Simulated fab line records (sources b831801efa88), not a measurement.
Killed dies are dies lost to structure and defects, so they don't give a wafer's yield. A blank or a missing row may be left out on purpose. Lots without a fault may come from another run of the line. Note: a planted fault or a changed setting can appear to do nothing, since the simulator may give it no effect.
Which tool is to blame? :: flow gf180mcu :: 45 wafers from 15 lots sampled at 5 of the route's 602 steps

## WHAT EACH GAUGE READ, for each wafer
GF_HV_LDD_CD_MEAS_19: the cd target is 400 nm.
lot: L988
measured: day 11 04:03
on: cd sem-01
cd nm (nm): 397.6 396.7 399.5

lot: L989
measured: day 11 13:14
on: cd sem-01
cd nm (nm): 400.5 399.8 401.0

lot: L990
measured: day 11 20:53
on: cd sem-02
cd nm (nm): 401.2 401.9 400.6

lot: L991
measured: day 12 07:46
on: cd sem-02
cd nm (nm): 398.3 401.0 401.8

lot: L993
measured: day 12 18:48
on: cd sem-02
cd nm (nm): 399.2 400.0 401.3

lot: L994
measured: day 12 22:22
on: cd sem-02
cd nm (nm): 399.9 399.9 400.1

lot: L995
measured: day 13 01:32
on: cd sem-02
cd nm (nm): 401.7 398.8 401.0

lot: L996
measured: day 13 11:49
on: cd sem-01
cd nm (nm): 403.2 402.0 400.6

lot: L997
measured: day 13 22:58
on: cd sem-01
cd nm (nm): 399.6 402.3 398.3

lot: L103
measured: day 15 18:25
on: cd sem-01
cd nm (nm): 399.0 401.6 400.9

lot: L104
measured: day 16 06:51
on: cd sem-01
cd nm (nm): 400.0 401.0 398.9

lot: L106
measured: day 16 18:49
on: cd sem-02
cd nm (nm): 399.1 399.9 397.2

lot: L107
measured: day 17 04:25
on: cd sem-02
cd nm (nm): 398.4 399.0 399.0

lot: L109
measured: day 18 00:41
on: cd sem-02
cd nm (nm): 398.6 397.7 397.7

lot: L110
measured: day 18 09:18
on: cd sem-01
cd nm (nm): 400.4 400.5 402.1

GF_NSD_CD_MEAS_07: the cd target is 400 nm.
lot: L988
measured: day 13 18:02
on: cd sem-01
cd nm (nm): 398.3 400.0 399.9

lot: L989
measured: day 14 05:17
on: cd sem-02
cd nm (nm): 401.4 401.5 400.9

lot: L990
measured: day 14 13:56
on: cd sem-01
cd nm (nm): 401.3 401.6 403.4

lot: L991
measured: day 15 01:36
on: cd sem-01
cd nm (nm): 400.9 399.6 398.4

lot: L993
measured: day 15 14:45
on: cd sem-01
cd nm (nm): 402.5 402.3 400.7

lot: L994
measured: day 15 17:15
on: cd sem-02
cd nm (nm): 397.0 399.9 400.4

lot: L995
measured: day 15 21:24
on: cd sem-01
cd nm (nm): 403.2 404.1 404.3

lot: L996
measured: day 16 07:22
on: cd sem-02
cd nm (nm): 401.8 401.0 402.1

lot: L997
measured: day 16 19:22
on: cd sem-01
cd nm (nm): 398.7 401.0 400.3

lot: L103
measured: day 18 19:03
on: cd sem-02
cd nm (nm): 401.3 398.5 398.6

lot: L104
measured: day 19 08:24
on: cd sem-01
cd nm (nm): 400.0 403.0 401.3

lot: L106
measured: day 19 23:18
on: cd sem-01
cd nm (nm): 397.8 399.8 400.4

lot: L107
measured: day 20 07:49
on: cd sem-02
cd nm (nm): 401.1 401.0 399.8

lot: L109
measured: day 21 05:30
on: cd sem-02
cd nm (nm): 399.5 400.2 399.8

lot: L110
measured: day 21 12:46
on: cd sem-01
cd nm (nm): 400.0 399.7 401.5

GF_PSD_CD_MEAS_07: the cd target is 400 nm.
lot: L988
measured: day 14 14:50
on: cd sem-01
cd nm (nm): 402.1 401.3 400.7

lot: L989
measured: day 15 02:35
on: cd sem-01
cd nm (nm): 401.4 399.0 400.5

lot: L990
measured: day 15 11:26
on: cd sem-02
cd nm (nm): 396.5 400.1 397.5

lot: L991
measured: day 15 23:40
on: cd sem-01
cd nm (nm): 399.8 399.0 401.1

lot: L993
measured: day 16 12:50
on: cd sem-01
cd nm (nm): - - -

lot: L994
measured: day 16 15:53
on: cd sem-01
cd nm (nm): - - -

lot: L995
measured: day 16 19:59
on: cd sem-01
cd nm (nm): - - -

lot: L996
measured: day 17 06:18
on: cd sem-02
cd nm (nm): 396.2 399.1 399.3

lot: L997
measured: day 17 19:40
on: cd sem-01
cd nm (nm): 395.0 396.5 397.6

lot: L103
measured: day 19 20:07
on: cd sem-02
cd nm (nm): 397.4 397.9 399.5

lot: L104
measured: day 20 09:24
on: cd sem-01
cd nm (nm): 399.9 398.9 398.9

lot: L106
measured: day 20 23:41
on: cd sem-01
cd nm (nm): 401.0 401.0 399.3

lot: L107
measured: day 21 08:13
on: cd sem-02
cd nm (nm): 403.8 404.7 404.9

lot: L109
measured: day 22 05:22
on: cd sem-02
cd nm (nm): 397.9 398.6 398.5

lot: L110
measured: day 22 12:57
on: cd sem-01
cd nm (nm): 399.6 399.5 399.7

GF_PSD_TW_MEAS_11.
lot: L988
measured: day 14 15:14
on: film metro-04
PSD_TW: 3193 3190 3200

lot: L989
measured: day 15 02:59
on: film metro-04
PSD_TW: 3200 3190 3218

lot: L990
measured: day 15 11:50
on: film metro-02
PSD_TW: 3196 3199 3197

lot: L991
measured: day 16 00:03
on: film metro-04
PSD_TW: 3199 3201 3191

lot: L993
measured: day 16 13:21
on: film metro-01
PSD_TW: 3218 3208 3200

lot: L994
measured: day 16 16:17
on: film metro-04
PSD_TW: 3194 3196 3187

lot: L995
measured: day 16 20:23
on: film metro-02
PSD_TW: 3195 3219 3191

lot: L996
measured: day 17 06:42
on: film metro-04
PSD_TW: 3207 3201 3215

lot: L997
measured: day 17 20:04
on: film metro-02
PSD_TW: 3195 3191 3199

lot: L103
measured: day 19 20:31
on: film metro-04
PSD_TW: 3203 3207 3198

lot: L104
measured: day 20 09:48
on: film metro-04
PSD_TW: 3219 3193 3189

lot: L106
measured: day 21 00:05
on: film metro-02
PSD_TW: 3178 3176 3161

lot: L107
measured: day 21 08:36
on: film metro-02
PSD_TW: 3159 3177 3159

lot: L109
measured: day 22 05:47
on: film metro-02
PSD_TW: 3198 3202 3190

lot: L110
measured: day 22 13:21
on: film metro-02
PSD_TW: 3186 3203 3181

## WHAT TOOL EACH LOT RAN ON (gives the tool, then ch and the chambers of the sampled wafers, and finally the start)
lot: L988
GF_PSD_COAT_02: litho track-01 ch 0, day 14 04:17

lot: L989
GF_PSD_COAT_02: litho track-02 ch 0, day 14 15:53

lot: L990
GF_PSD_COAT_02: litho track-01 ch 0, day 15 00:29

lot: L991
GF_PSD_COAT_02: litho track-03 ch 0, day 15 13:01

lot: L993
GF_PSD_COAT_02: litho track-01, day 16 01:41

lot: L994
GF_PSD_COAT_02: litho track-03, day 16 04:29

lot: L995
GF_PSD_COAT_02: litho track-01, day 16 08:47

lot: L996
GF_PSD_COAT_02: litho track-02 ch 0, day 16 18:37

lot: L997
GF_PSD_COAT_02: litho track-03 ch 0, day 17 07:35

lot: L103
GF_PSD_COAT_02: litho track-03 ch 0, day 19 07:21

lot: L104
GF_PSD_COAT_02: litho track-01 ch 0, day 19 21:03

lot: L106
GF_PSD_COAT_02: litho track-01 ch 0, day 20 11:30

lot: L107
GF_PSD_COAT_02: litho track-03 ch 0, day 20 20:11

lot: L109
GF_PSD_COAT_02: litho track-02 ch 0, day 21 17:20

lot: L110
GF_PSD_COAT_02: litho track-03 ch 0, day 22 01:33
- GF_PSD_COAT_02: resist thk 1000 nm.

## WHAT THE TOOLS THEMSELVES READ (means of the sampled wafers that have a number; where no wafer has one, the mark that the record gives instead)
GF_PSD_COAT_02.
lot: L988
tool: litho track-01
chill plate temp C (C): 22.96
dispense pressure kPa (kPa): 50.1

lot: L989
tool: litho track-02
chill plate temp C (C): 22.98
dispense pressure kPa (kPa): 52.5

lot: L990
tool: litho track-01
chill plate temp C (C): 23.08
dispense pressure kPa (kPa): 50.1

lot: L991
tool: litho track-03
chill plate temp C (C): 23.05
dispense pressure kPa (kPa): 46.1

lot: L993
tool: litho track-01
chill plate temp C (C): -
dispense pressure kPa (kPa): -

lot: L994
tool: litho track-03
chill plate temp C (C): -
dispense pressure kPa (kPa): -

lot: L995
tool: litho track-01
chill plate temp C (C): -
dispense pressure kPa (kPa): -

lot: L996
tool: litho track-02
chill plate temp C (C): 22.98
dispense pressure kPa (kPa): 52.5

lot: L997
tool: litho track-03
chill plate temp C (C): 23.02
dispense pressure kPa (kPa): 46.1

lot: L103
tool: litho track-03
chill plate temp C (C): 22.97
dispense pressure kPa (kPa): 46.1

lot: L104
tool: litho track-01
chill plate temp C (C): 22.94
dispense pressure kPa (kPa): 50.1

lot: L106
tool: litho track-01
chill plate temp C (C): 23.04
dispense pressure kPa (kPa): 50.1

lot: L107
tool: litho track-03
chill plate temp C (C): 22.83
dispense pressure kPa (kPa): 46.1

lot: L109
tool: litho track-02
chill plate temp C (C): 23.04
dispense pressure kPa (kPa): 52.5

lot: L110
tool: litho track-03
chill plate temp C (C): 23.05
dispense pressure kPa (kPa): 46.1

## THE ANSWER, worked out from the rows above alone
Rule: the lots themselves supply what counts as usual. The widest of any qualifying gaps counts: lots, ordered by their means at a reading, are off when they make up no more than a third of the lots, leave a main group of 4 or more, and stand apart from it by 3 or more times the standard deviation of that group's means. If all means in a main group match to the digits the tables above print for the reading, that group is not used. A lot without any number at a reading at which 4 lots or more have one is off too. Any other lot the step has rows for is counted as sound. After the gauges, taken in route order, come the tools' own readings; for these a lot's mean is taken, as printed above. At the first step where some lot is off, the reading lying furthest off is the one used; lots without a number count as furthest.
Off: L993, L994, L995, at GF_PSD_CD_MEAS_07 (cd nm). Without a number there: L993, L994, L995. Main group: mean 399.5 nm, sd 2.
A tool fits if, at a process step before that reading, it ran every lot that is off, and no sound lot after the first of them. The gauges at GF_PSD_CD_MEAS_07 aren't tried: what is off there is off at GF_PSD_COAT_02 too, on other tools, and a gauge's error can't cause that. Not one of the candidates tried fits.

## WHAT THE SIMULATOR HAD PUT IN
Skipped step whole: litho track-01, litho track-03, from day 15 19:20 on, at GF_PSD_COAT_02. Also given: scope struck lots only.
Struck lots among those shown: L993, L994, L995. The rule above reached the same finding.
